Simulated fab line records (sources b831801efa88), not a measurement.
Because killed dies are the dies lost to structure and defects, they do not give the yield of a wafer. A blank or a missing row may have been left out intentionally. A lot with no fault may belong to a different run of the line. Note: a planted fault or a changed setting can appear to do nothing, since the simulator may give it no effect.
fab line records | flow sky130
record: lots: 12 wafers: 36 last-day: 50
route steps=708 shown FIELD_ISO@3 PWDE@52 NWELL@67 PAD_OPEN@708
lots that met no fault: from a run of the same line without faults
start-h: hours from the record's first day to the start of the lot's first wafer shown | wait-h: how many hours have passed since the lot's step before this one | " repeats the value in the row above | L1.1+2: a single row standing in for several wafers | - either no value or no given start | * or withheld: withheld | < > ~ a bound
route shown NAME@n: a module of which the file shows steps, and the number in the route of the first | usual: average and standard deviation across the fault-free wafers | same: alike in all rows | chamber/n: place in a boat | sites: the reading at each site | _std_site: the values' standard deviation | _edge_site: outer sites' mean less inner sites' | radius-mm: for every site, how far away it sits from the centre of the wafer | mask NAME#n: copy n | behind: the most recent tool/chamber to have shaped the wafer | hold: the reason the lot was held/the length of the hold in hours/how it ended | device: whichever transistor did not switch (one of n, p or np) | end of line: tests run on the same wafers once the route is complete | a step given without rows: its recipe and nothing more | killed: count of dies lost to structure and defects at first sort (not the wafer's yield) | map: a wafer's dies, marking killed ones x, the rest . and places with no die _
set.NAME: the setting as run; set.NAME@STEP: as run at that earlier step | model.NAME: the simulator's own value behind a step, which no gauge read
route steps across a sampled set of lots; one table per step, one row per wafer
services: from which hour (start-h, from the record's first day; less than 0 if before it) a tool's chamber was out of use, for how many hours, and why
== steps ==
step: SKY_FIELD_ISO_THK_MEAS_02
recipe: reads: SiO2_of_FIELD_ISO_OXIDATION_01
usual: FIELD_ISO_OXIDATION_00_THK: 11.96/0.2
columns lot.wafer tool chamber start-h wait-h FIELD_ISO_OXIDATION_00_THK[nm]
L997.1 film-metro-03 - 12.00 0.0 11.99
L997.4 " - " " 11.87
L997.6 " - " " 11.94
L998.2 film-metro-03 - 17.65 0.0 11.70
L998.4 " - " " 11.63
L998.5 " - " " 11.67
L101.1 film-metro-02 - 32.01 0.0 11.94
L101.2 " - " " 12.10
L101.3 " - " " 12.02
L103.2 film-metro-03 - 42.15 0.0 12.05
L103.3 " - " " 12.18
L103.6 " - " " 12.05
L105.1 film-metro-02 - 54.12 0.0 12.14
L105.3 " - " " 12.26
L105.6 " - " " 11.98
L106.2 film-metro-03 - 61.11 0.0 12.13
L106.3 " - " " 12.40
L106.4 " - " " 12.45
L108.1 film-metro-03 - 70.94 0.0 12.06
L108.2 " - " " 12.01
L108.4 " - " " 11.91
L109.3 film-metro-02 - 72.54 0.0 12.13
L109.5 " - " " 12.22
L109.6 " - " " 11.97
L114.2 film-metro-04 - 97.66 0.0 11.82
L114.3 " - " " 12.07
L114.5 " - " " 11.81
L115.1 film-metro-04 - 102.46 0.0 11.98
L115.2 " - " " 11.94
L115.4 " - " " 11.88
L119.2 film-metro-03 - 122.27 0.0 11.61
L119.4 " - " " 11.78
L119.6 " - " " 11.85
L120.2 film-metro-03 - 127.50 0.0 11.93
L120.5 " - " " 12.00
L120.6 " - " " 12.12
step: SKY_FIELD_ISO_CMP_27
recipe: stop-on: Si3N4 t-overpolish-s: 16 down-force-psi: 4 platen-rpm: 60 target-thk-nm: 457.8 pad-velocity-m-s: 0.94248
usual: motor-current-A: 12.0/0.97 overpolish-run-s: 16.000/0.0084 platen-rpm: 60.00/0.04 retaining-ring-pressure-frac: 1.000/0.0054 time-to-endpoint-s: 112/4.3
columns lot.wafer tool chamber start-h wait-h motor-current-A overpolish-run-s platen-rpm retaining-ring-pressure-frac time-to-endpoint-s
L997.4 cmp-01 3 33.61 0.1 11.9 16.003 60.00 0.999 110
L997.1 " 0 " " 12.6 15.998 60.01 1.004 103
L997.6 " 1 " " 12.1 15.997 60.00 1.017 109
L998.4 cmp-02 2 40.63 0.0 10.8 16.007 60.00 1.001 117
L998.2 " 0 " " 11.4 16.000 60.06 1.001 112
L998.5 " 3 " " 10.6 16.012 60.00 1.003 108
L101.1 cmp-02 3 62.65 0.1 10.3 16.002 60.00 0.999 114
L101.2 " 0 " " 11.6 16.000 60.06 0.990 111
L101.3 " 1 " " 13.7 15.996 59.99 0.993 121
L103.2 cmp-01 3 69.42 0.0 12.1 16.001 60.03 0.994 116
L103.3 " 1 " " 12.7 16.003 59.94 0.997 112
L103.6 " 0 " " 12.3 16.011 59.99 0.997 108
L105.3 cmp-01 2 78.18 0.1 12.3 15.994 59.92 1.002 110
L105.1 " 3 " " 13.6 15.998 59.96 1.007 114
L105.6 " 1 " " 12.5 16.019 59.97 0.996 111
L106.4 cmp-01 2 82.45 0.0 12.8 16.005 60.07 1.000 114
L106.3 " 0 " " 12.9 16.007 60.03 1.003 113
L106.2 " 1 " " 11.6 15.994 60.00 0.998 113
L108.4 cmp-01 0 94.96 0.0 12.5 16.006 59.97 0.995 107
L108.1 " 1 " " 11.7 16.005 59.97 1.000 104
L108.2 " 3 " " 13.0 15.990 59.94 1.004 110
L109.3 cmp-01 2 99.51 0.1 12.6 16.011 59.99 0.996 110
L109.6 " 0 " " 12.5 15.985 59.98 0.992 108
L109.5 " 1 " " 12.4 15.998 60.00 0.994 115
L114.2 cmp-02 1 123.81 0.1 12.9 16.018 59.93 0.994 118
L114.3 " 2 " " 11.7 16.010 60.00 0.999 115
L114.5 " 0 " " 11.4 16.006 60.00 1.002 111
L115.1 cmp-02 2 127.82 0.0 11.4 16.000 60.13 0.991 117
L115.2 " 0 " " 11.3 16.018 60.01 0.997 111
L115.4 " 1 " " 13.4 15.996 59.97 1.009 119
L119.4 cmp-01 3 154.15 0.1 12.6 16.001 60.03 0.997 115
L119.2 " 0 " " 12.1 15.988 60.00 0.995 58
L119.6 " 2 " " 11.7 16.000 60.03 1.001 110
L120.2 cmp-02 3 154.74 0.1 10.4 15.988 59.97 1.009 111
L120.6 " 0 " " 11.4 15.993 59.98 1.003 109
L120.5 " 1 " " 14.1 16.010 60.00 0.991 117
step: SKY_PWDE_OVL_MEAS_07
usual: PWDE_OVL: -0.6/1.6
columns lot.wafer tool chamber start-h wait-h PWDE_OVL[nm]
L997.1 overlay-02 - 68.90 - -1.6
L997.4 " - " " -2.0
L997.6 " - " " -2.0
L998.2 overlay-02 - 75.40 - 1.8
L998.4 " - " " 0.0
L998.5 " - " " 0.7
L101.1 overlay-02 - 102.47 - -0.1
L101.2 " - " " 0.7
L101.3 " - " " 1.5
L103.2 overlay-02 - 108.39 - -2.0
L103.3 " - " " -0.5
L103.6 " - " " -0.9
L105.1 overlay-02 - 116.05 - -2.7
L105.3 " - " " -3.0
L105.6 " - " " -1.4
L106.2 overlay-01 - 121.92 - -1.7
L106.3 " - " " -0.1
L106.4 " - " " 0.5
L108.1 overlay-01 - 136.67 - -4.3
L108.2 " - " " -1.7
L108.4 " - " " -2.0
L109.3 overlay-02 - 141.83 - -1.1
L109.5 " - " " 0.1
L109.6 " - " " -1.7
L114.2 overlay-02 - 165.90 - -1.4
L114.3 " - " " -0.6
L114.5 " - " " -2.4
L115.1 overlay-02 - 170.92 - -1.9
L115.2 " - " " -2.6
L115.4 " - " " -2.6
L119.2 overlay-02 - 199.49 - -1.1
L119.4 " - " " -0.5
L119.6 " - " " 0.2
L120.2 overlay-02 - 199.55 - 0.4
L120.5 " - " " 1.5
L120.6 " - " " 1.0
step: SKY_NWELL_STRIP_14
recipe: chemistry: O2/N2 power-w: 1400 pressure-mtorr: 1500 platen-temp-c: withheld o2-flow-sccm: 3000 n2-flow-sccm: 300 overash-fraction: 0.5
usual: chamber-pressure-mTorr: 1500.0/1.6 drypump-motor-current-A: 5.7/0.42 oes-product-au: 0.722/0.0047 strip-time-to-endpoint-s: 36.96/0.1
columns lot.wafer tool chamber start-h wait-h chamber-pressure-mTorr drypump-motor-current-A oes-product-au rf-hours-counter-h strip-time-to-endpoint-s
L997.1 plasma-asher-01 0 86.13 0.1 1499.7 5.2 0.725 41 37.01
L997.4 " 0 " " 1500.8 5.2 0.718 - 37.11
L997.6 " 1 " " 1500.2 5.7 0.720 - 37.02
L998.2 plasma-asher-04 0 93.68 0.1 1497.3 5.9 0.717 39 36.92
L998.4 " 1 " " 1498.8 6.3 0.715 - 36.99
L998.5 " 0 " " 1499.4 5.9 0.712 - 37.03
L101.1 plasma-asher-02 1 121.89 0.1 1500.8 5.1 0.727 30 37.11
L101.2 " 0 " " 1497.6 5.7 0.728 30 37.01
L101.3 " 1 " " 1499.9 5.1 0.723 - 37.12
L103.2 plasma-asher-01 1 127.99 0.1 1495.0 5.7 0.721 45 37.10
L103.3 " 1 " " 1502.0 5.7 0.726 - 37.03
L103.6 " 0 " " 1499.7 5.2 0.727 - 37.08
L105.1 plasma-asher-04 1 135.78 0.1 1500.8 6.3 0.728 2 36.92
L105.3 " 1 " " 1501.2 6.3 0.721 - 36.98
L105.6 " 0 " " 1500.9 5.9 0.723 - 36.86
L106.2 plasma-asher-04 1 142.08 0.1 1502.1 6.4 0.729 2 36.99
L106.3 " 0 " " 1500.8 6.0 0.719 - 36.94
L106.4 " 1 " " 1501.6 6.3 0.721 - 37.01
L108.1 plasma-asher-04 1 157.42 0.1 1498.7 6.3 0.726 4 36.89
L108.2 " 0 " " 1502.3 5.9 0.719 4 37.01
L108.4 " 0 " " 1502.8 5.9 0.735 - 37.02
L109.3 plasma-asher-01 0 163.10 0.1 1500.4 5.2 0.717 - 36.84
L109.5 " 1 " " 1502.0 5.7 0.723 - 36.97
L109.6 " 0 " " 1499.6 5.2 0.723 - 37.05
L114.2 plasma-asher-01 0 187.89 0.1 1500.1 5.2 0.726 51 37.08
L114.3 " 0 " " 1500.8 5.2 0.730 - 37.10
L114.5 " 1 " " 1498.7 5.7 0.718 - 37.01
L115.1 plasma-asher-01 0 193.02 0.1 1500.7 5.2 0.717 51 37.00
L115.2 " 1 " " 1499.7 5.7 0.724 51 37.04
L115.4 " 1 " " 1499.5 5.7 0.724 - 36.95
L119.2 plasma-asher-01 1 221.29 0.1 1501.2 5.7 0.722 54 37.16
L119.4 " 0 " " 1502.1 5.2 0.724 - 37.02
L119.6 " 1 " " 1498.8 5.7 0.726 - 36.88
L120.2 plasma-asher-02 1 221.93 0.1 1499.6 5.1 0.732 39 36.86
L120.5 " 1 " " 1500.5 5.1 0.732 - 36.77
L120.6 " 0 " " 1499.7 5.7 0.722 - 36.88
step: SKY_PAD_OPEN_PROBE_99
usual: killed_at_M0_to_M3: 44/6.6 killed_at_M4_up: 3.0/1.9 killed-at-contacts: 24/5.1 killed-at-front-end: 16/4.6 killed-at-other: 0.3/0.59 killed-dies: 88/9.5 killed-open: 48/6.7 killed-short: 40/6.1
same: gross-dies: 492 killed-at-back-side: 0
columns lot.wafer tool chamber start-h wait-h killed_at_M0_to_M3 killed_at_M4_up killed-at-contacts killed-at-front-end killed-at-other killed-dies killed-open killed-short
L998.2 prober-01 - 1099.61 0.1 42 2 36 13 0 93 56 37
L998.4 prober-01 - 1099.71 0.2 43 4 23 14 1 85 42 42
L998.5 prober-01 - 1099.76 0.2 39 2 28 11 2 82 41 40
L997.1 prober-02 - 1102.47 0.1 42 5 25 19 0 91 57 34
L997.4 prober-02 - 1102.62 0.2 38 1 25 16 0 80 44 36
L997.6 prober-02 - 1102.72 0.2 46 3 19 13 0 81 41 40
L101.1 prober-01 - 1115.73 0.1 47 0 19 16 0 82 49 33
L101.2 prober-01 - 1115.78 0.1 45 2 25 21 0 93 51 42
L101.3 prober-01 - 1115.83 0.2 62 7 28 8 0 105 56 49
L103.2 prober-01 - 1132.23 0.1 55 0 23 14 0 92 51 41
L103.3 prober-01 - 1132.28 0.2 37 5 22 13 0 77 45 32
L103.6 prober-01 - 1132.43 0.2 29 4 22 10 0 65 40 25
L105.1 prober-01 - 1134.10 0.1 47 0 19 19 2 87 45 41
L105.3 prober-01 - 1134.20 0.2 59 2 27 19 1 108 53 54
L105.6 prober-01 - 1134.35 0.2 49 3 27 20 1 100 50 49
L106.2 prober-01 - 1139.79 0.1 36 6 29 16 0 87 48 35
L106.3 prober-01 - 1139.84 0.2 37 4 20 22 0 83 49 34
L106.4 prober-01 - 1139.89 0.2 41 4 17 16 0 78 37 41
L108.1 prober-02 - 1153.25 0.1 48 2 32 16 0 98 62 36
L108.2 prober-02 - 1153.30 0.1 45 7 24 16 0 92 54 38
L108.4 prober-02 - 1153.40 0.2 43 4 25 13 0 85 47 38
L109.3 prober-01 - 1155.25 0.2 40 5 22 19 1 87 55 31
L109.5 prober-01 - 1155.35 0.2 34 3 20 11 0 68 37 31
L109.6 prober-01 - 1155.40 0.2 38 2 27 15 0 82 45 37
L114.2 prober-01 - 1175.57 0.1 33 3 22 13 0 71 40 31
L114.3 prober-01 - 1175.62 0.2 44 2 16 26 0 88 47 41
L114.5 prober-01 - 1175.72 0.2 46 0 23 15 0 84 53 31
L115.1 prober-02 - 1180.67 0.1 43 3 20 22 1 89 46 42
L115.2 prober-02 - 1180.72 0.1 34 2 33 23 1 93 53 39
L115.4 prober-02 - 1180.82 0.2 45 7 26 20 3 101 55 44
L120.2 prober-02 - 1201.69 0.1 42 0 29 16 0 87 39 48
L120.5 prober-02 - 1201.84 0.2 44 2 26 10 0 82 47 35
L120.6 prober-02 - 1201.89 0.2 38 3 17 11 1 70 37 33
L119.2 prober-02 - 1205.85 0.1 38 2 29 16 0 85 54 31
L119.4 prober-02 - 1205.95 0.2 38 1 23 15 0 77 43 34
L119.6 prober-02 - 1206.05 0.2 47 1 28 16 0 92 54 38
killed by level:class
L998.2 LI_CONTACT:geometric-particle:open=14 VIA1:geometric-particle:open=10 CONTACT:geometric-particle:open=8 VIA3:geometric-particle:open=8 CONTACT:geometric-particle:short=7 FIELD_ISO:geometric-particle:open=5 METAL1:geometric-particle:short=5 LOCAL_INTERCONNECT:geometric-particle:short=4
L998.4 CONTACT:geometric-particle:open=8 VIA1:geometric-particle:short=8 VIA3:geometric-particle:open=7 LI_CONTACT:geometric-particle:open=6 VIA1:geometric-particle:open=6 FIELD_ISO:geometric-particle:short=4 POLY_GATE:geometric-particle:open=4 CONTACT:geometric-particle:short=4
L998.5 VIA1:geometric-particle:open=12 CONTACT:geometric-particle:open=9 LI_CONTACT:geometric-particle:open=8 VIA1:geometric-particle:short=7 LOCAL_INTERCONNECT:geometric-particle:short=6 POLY_GATE:geometric-particle:short=5 METAL1:geometric-particle:short=5 VIA2:geometric-particle:open=4
L997.1 VIA2:geometric-particle:open=12 VIA1:geometric-particle:open=11 LI_CONTACT:geometric-particle:open=8 CONTACT:geometric-particle:open=7 FIELD_ISO:geometric-particle:open=6 METAL4:geometric-particle:short=5 FIELD_ISO:geometric-particle:short=4 CONTACT:geometric-particle:short=4
L997.4 LI_CONTACT:geometric-particle:open=9 VIA1:geometric-particle:open=8 VIA2:geometric-particle:open=7 VIA3:geometric-particle:open=7 FIELD_ISO:geometric-particle:short=6 CONTACT:geometric-particle:open=6 METAL1:geometric-particle:short=5 LOCAL_INTERCONNECT:geometric-particle:short=4
L997.6 VIA1:geometric-particle:open=11 CONTACT:geometric-particle:open=9 VIA1:geometric-particle:short=7 VIA2:geometric-particle:short=7 VIA3:geometric-particle:open=6 CONTACT:geometric-particle:short=5 METAL2:geometric-particle:short=5 POLY_GATE:geometric-particle:short=4
L101.1 VIA1:geometric-particle:open=15 FIELD_ISO:geometric-particle:open=8 CONTACT:geometric-particle:open=7 VIA1:geometric-particle:short=6 METAL1:geometric-particle:short=6 VIA3:geometric-particle:open=5 LI_CONTACT:geometric-particle:open=4 VIA2:geometric-particle:open=4
L101.2 CONTACT:geometric-particle:open=10 VIA2:geometric-particle:open=9 VIA1:geometric-particle:open=9 FIELD_ISO:geometric-particle:open=7 FIELD_ISO:geometric-particle:short=6 LI_CONTACT:geometric-particle:open=6 CONTACT:geometric-particle:short=5 METAL1:geometric-particle:short=5
L101.3 CONTACT:geometric-particle:open=14 VIA1:geometric-particle:open=12 VIA3:geometric-particle:open=8 METAL2:geometric-particle:short=7 METAL1:geometric-particle:short=6 VIA3:geometric-particle:short=6 METAL4:geometric-particle:short=6 LI_CONTACT:geometric-particle:open=5
L103.2 VIA1:geometric-particle:open=14 CONTACT:geometric-particle:open=11 VIA2:geometric-particle:open=10 VIA1:geometric-particle:short=7 FIELD_ISO:geometric-particle:short=5 VIA3:geometric-particle:open=5 METAL1:geometric-particle:short=5 VIA3:geometric-particle:short=4
L103.3 LI_CONTACT:geometric-particle:open=9 FIELD_ISO:geometric-particle:open=8 VIA1:geometric-particle:open=8 VIA2:geometric-particle:open=6 METAL2:geometric-particle:short=5 CONTACT:geometric-particle:open=5 VIA1:geometric-particle:short=5 LOCAL_INTERCONNECT:geometric-particle:short=4
L103.6 VIA1:geometric-particle:open=10 CONTACT:geometric-particle:open=8 CONTACT:geometric-particle:short=6 VIA3:geometric-particle:open=5 LI_CONTACT:geometric-particle:open=4 VIA2:geometric-particle:open=4 POLY_GATE:geometric-particle:open=3 POLY_GATE:geometric-particle:short=3
L105.1 VIA1:geometric-particle:open=16 POLY_GATE:geometric-particle:open=6 METAL2:geometric-particle:short=6 VIA2:geometric-particle:open=6 POLY_GATE:geometric-particle:short=5 LI_CONTACT:geometric-particle:open=5 LOCAL_INTERCONNECT:geometric-particle:short=5 FIELD_ISO:geometric-particle:short=4
L105.3 METAL2:geometric-particle:short=12 VIA1:geometric-particle:open=11 CONTACT:geometric-particle:open=10 METAL1:geometric-particle:short=9 VIA3:geometric-particle:open=8 LOCAL_INTERCONNECT:geometric-particle:short=7 FIELD_ISO:geometric-particle:open=6 LI_CONTACT:geometric-particle:open=5
L105.6 VIA1:geometric-particle:open=12 LI_CONTACT:geometric-particle:open=8 VIA1:geometric-particle:short=8 CONTACT:geometric-particle:short=7 VIA3:geometric-particle:open=7 METAL2:geometric-particle:short=6 VIA2:geometric-particle:open=6 POLY_GATE:geometric-particle:short=5
L106.2 CONTACT:geometric-particle:open=11 VIA1:geometric-particle:open=9 LI_CONTACT:geometric-particle:open=7 POLY_GATE:geometric-particle:open=6 VIA3:geometric-particle:open=6 CONTACT:geometric-particle:short=5 METAL4:geometric-particle:short=5 FIELD_ISO:geometric-particle:short=4
L106.3 VIA1:geometric-particle:open=10 VIA2:geometric-particle:open=7 LI_CONTACT:geometric-particle:open=6 FIELD_ISO:geometric-particle:short=5 CONTACT:geometric-particle:open=5 VIA3:geometric-particle:open=4 SPACER:geometric-particle:open=4 LOCAL_INTERCONNECT:geometric-particle:short=4
L106.4 VIA1:geometric-particle:open=8 METAL2:geometric-particle:short=8 VIA3:geometric-particle:open=7 CONTACT:geometric-particle:open=6 FIELD_ISO:geometric-particle:short=5 VIA1:geometric-particle:short=5 VIA2:geometric-particle:open=5 LOCAL_INTERCONNECT:geometric-particle:short=4
L108.1 VIA1:geometric-particle:open=14 CONTACT:geometric-particle:open=13 METAL1:geometric-particle:short=8 VIA3:geometric-particle:open=8 LI_CONTACT:geometric-particle:open=6 LOCAL_INTERCONNECT:geometric-particle:short=6 CONTACT:geometric-particle:short=5 METAL2:geometric-particle:short=5
L108.2 VIA1:geometric-particle:open=13 CONTACT:geometric-particle:open=9 CONTACT:geometric-particle:short=6 VIA2:geometric-particle:open=6 VIA3:geometric-particle:open=6 VIA1:geometric-particle:short=5 METAL4:geometric-particle:open=5 FIELD_ISO:geometric-particle:short=4
L108.4 VIA1:geometric-particle:open=14 CONTACT:geometric-particle:open=10 VIA3:geometric-particle:open=8 CONTACT:geometric-particle:short=7 POLY_GATE:geometric-particle:short=5 LI_CONTACT:geometric-particle:open=5 METAL1:geometric-particle:short=5 METAL2:geometric-particle:short=5
L109.3 VIA3:geometric-particle:open=13 CONTACT:geometric-particle:open=7 FIELD_ISO:geometric-particle:open=6 LI_CONTACT:geometric-particle:open=6 VIA1:geometric-particle:open=6 FIELD_ISO:geometric-particle:short=5 METAL2:geometric-particle:short=5 CONTACT:geometric-particle:short=4
L109.5 VIA1:geometric-particle:open=8 LOCAL_INTERCONNECT:geometric-particle:short=7 VIA2:geometric-particle:open=6 POLY_GATE:geometric-particle:short=5 CONTACT:geometric-particle:open=5 METAL1:geometric-particle:short=4 METAL2:geometric-particle:short=4 FIELD_ISO:geometric-particle:open=3
L109.6 CONTACT:geometric-particle:open=9 VIA1:geometric-particle:open=7 LOCAL_INTERCONNECT:geometric-particle:short=7 CONTACT:geometric-particle:short=6 FIELD_ISO:geometric-particle:open=5 METAL2:geometric-particle:short=5 VIA2:geometric-particle:short=5 VIA2:geometric-particle:open=4
L114.2 VIA1:geometric-particle:open=11 CONTACT:geometric-particle:open=10 VIA2:geometric-particle:open=6 METAL1:geometric-particle:short=6 METAL2:geometric-particle:short=5 POLY_GATE:geometric-particle:short=4 CONTACT:geometric-particle:short=4 FIELD_ISO:geometric-particle:open=3
L114.3 CONTACT:geometric-particle:open=11 FIELD_ISO:geometric-particle:open=10 VIA1:geometric-particle:open=8 METAL1:geometric-particle:short=7 POLY_GATE:geometric-particle:open=7 VIA1:geometric-particle:short=7 METAL2:geometric-particle:short=6 FIELD_ISO:geometric-particle:short=5
L114.5 VIA1:geometric-particle:open=12 CONTACT:geometric-particle:open=8 VIA2:geometric-particle:open=8 LI_CONTACT:geometric-particle:open=7 VIA1:geometric-particle:short=5 FIELD_ISO:geometric-particle:open=4 FIELD_ISO:geometric-particle:short=4 METAL1:geometric-particle:short=4
L115.1 VIA2:geometric-particle:open=10 CONTACT:geometric-particle:open=9 POLY_GATE:geometric-particle:short=7 VIA1:geometric-particle:short=7 FIELD_ISO:geometric-particle:open=6 VIA1:geometric-particle:open=6 POLY_GATE:geometric-particle:open=5 LOCAL_INTERCONNECT:geometric-particle:short=5
L115.2 CONTACT:geometric-particle:open=14 VIA1:geometric-particle:open=7 FIELD_ISO:geometric-particle:open=6 LOCAL_INTERCONNECT:geometric-particle:short=6 VIA2:geometric-particle:open=6 FIELD_ISO:geometric-particle:short=5 LI_CONTACT:geometric-particle:open=5 VIA3:geometric-particle:open=5
L115.4 VIA2:geometric-particle:open=15 CONTACT:geometric-particle:open=12 FIELD_ISO:geometric-particle:short=7 VIA1:geometric-particle:open=7 LOCAL_INTERCONNECT:geometric-particle:short=6 METAL3:geometric-particle:short=5 CONTACT:geometric-particle:short=5 METAL1:geometric-particle:short=5
L120.2 FIELD_ISO:geometric-particle:short=8 METAL1:geometric-particle:short=8 VIA1:geometric-particle:open=8 LI_CONTACT:geometric-particle:short=7 LOCAL_INTERCONNECT:geometric-particle:short=7 VIA2:geometric-particle:open=7 LI_CONTACT:geometric-particle:open=6 VIA3:geometric-particle:open=5
L120.5 VIA1:geometric-particle:open=11 VIA2:geometric-particle:open=7 LI_CONTACT:geometric-particle:open=7 CONTACT:geometric-particle:open=7 VIA1:geometric-particle:short=6 METAL1:geometric-particle:short=5 VIA3:geometric-particle:open=5 LOCAL_INTERCONNECT:geometric-particle:short=4
L120.6 VIA3:geometric-particle:open=9 VIA2:geometric-particle:open=6 CONTACT:geometric-particle:open=6 METAL2:geometric-particle:short=6 LI_CONTACT:geometric-particle:open=5 VIA1:geometric-particle:open=5 LI_CONTACT:geometric-particle:short=4 VIA1:geometric-particle:short=4
L119.2 VIA1:geometric-particle:open=12 LI_CONTACT:geometric-particle:open=12 CONTACT:geometric-particle:open=9 LOCAL_INTERCONNECT:geometric-particle:short=5 METAL1:geometric-particle:short=5 VIA3:geometric-particle:open=5 FIELD_ISO:geometric-particle:short=4 POLY_GATE:geometric-particle:open=4
L119.4 VIA1:geometric-particle:open=9 CONTACT:geometric-particle:open=8 METAL1:geometric-particle:short=7 LI_CONTACT:geometric-particle:open=6 VIA2:geometric-particle:open=6 FIELD_ISO:geometric-particle:open=5 VIA3:geometric-particle:open=4 CONTACT:geometric-particle:short=4
L119.6 VIA1:geometric-particle:open=18 LI_CONTACT:geometric-particle:open=12 METAL2:geometric-particle:short=8 CONTACT:geometric-particle:open=7 VIA2:geometric-particle:open=6 VIA2:geometric-particle:short=5 LI_CONTACT:geometric-particle:short=5 VIA3:geometric-particle:short=4
== services ==
columns tool chamber start-h hours kind
plasma-asher-04 - 13.89 14.6 pm
cmp-02 - 19.59 5.1 pm
cmp-01 - 20.27 1.0 repair
cmp-02 - 64.00 4.0 pm
cmp-02 - 67.84 1.1 repair
cmp-02 - 68.00 - consumable-replace:conditioner
cmp-02 - 68.00 - consumable-replace:pad
cmp-01 - 88.61 4.2 pm
plasma-asher-04 - 108.75 9.0 pm
plasma-asher-04 0 108.75 9.0 vent-cycle
plasma-asher-04 1 108.75 9.0 vent-cycle
plasma-asher-04 0 117.75 - clean
plasma-asher-04 1 117.75 - clean
cmp-01 - 122.49 2.7 repair
cmp-02 - 142.67 1.1 repair
cmp-02 - 157.87 1.6 repair
cmp-01 - 198.50 2.0 repair
== key ==
first-sign: step: SKY_FIELD_ISO_CMP_27 reading: time-to-endpoint-s direction: down sigmas: 13 usual: * struck: *
effect none on later readings
met-at SKY_FIELD_ISO_CMP_27
struck-lots L119
struck-wafers L119.2
tester-left-out L119
not-acting-at SKY_FIELD_ISO_THK_MEAS_02,SKY_PWDE_OVL_MEAS_07,SKY_NWELL_STRIP_14
onset-between 99.51 154.15
fault: kind: process-parameter-drift tool: cmp-01 chamber: 0 onset-h: 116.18 steps: SKY_FIELD_ISO_CMP_27 channel: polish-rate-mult offset: 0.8 shape: step end-h: 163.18
tester-left-out: of these lots the tester's yield and bins aren't shown, on N5 and GAA mostly nor the transistor test; their killed dies are dies lost to structure and defects alone, not to doping, threshold or leakage, so they don't give the yield
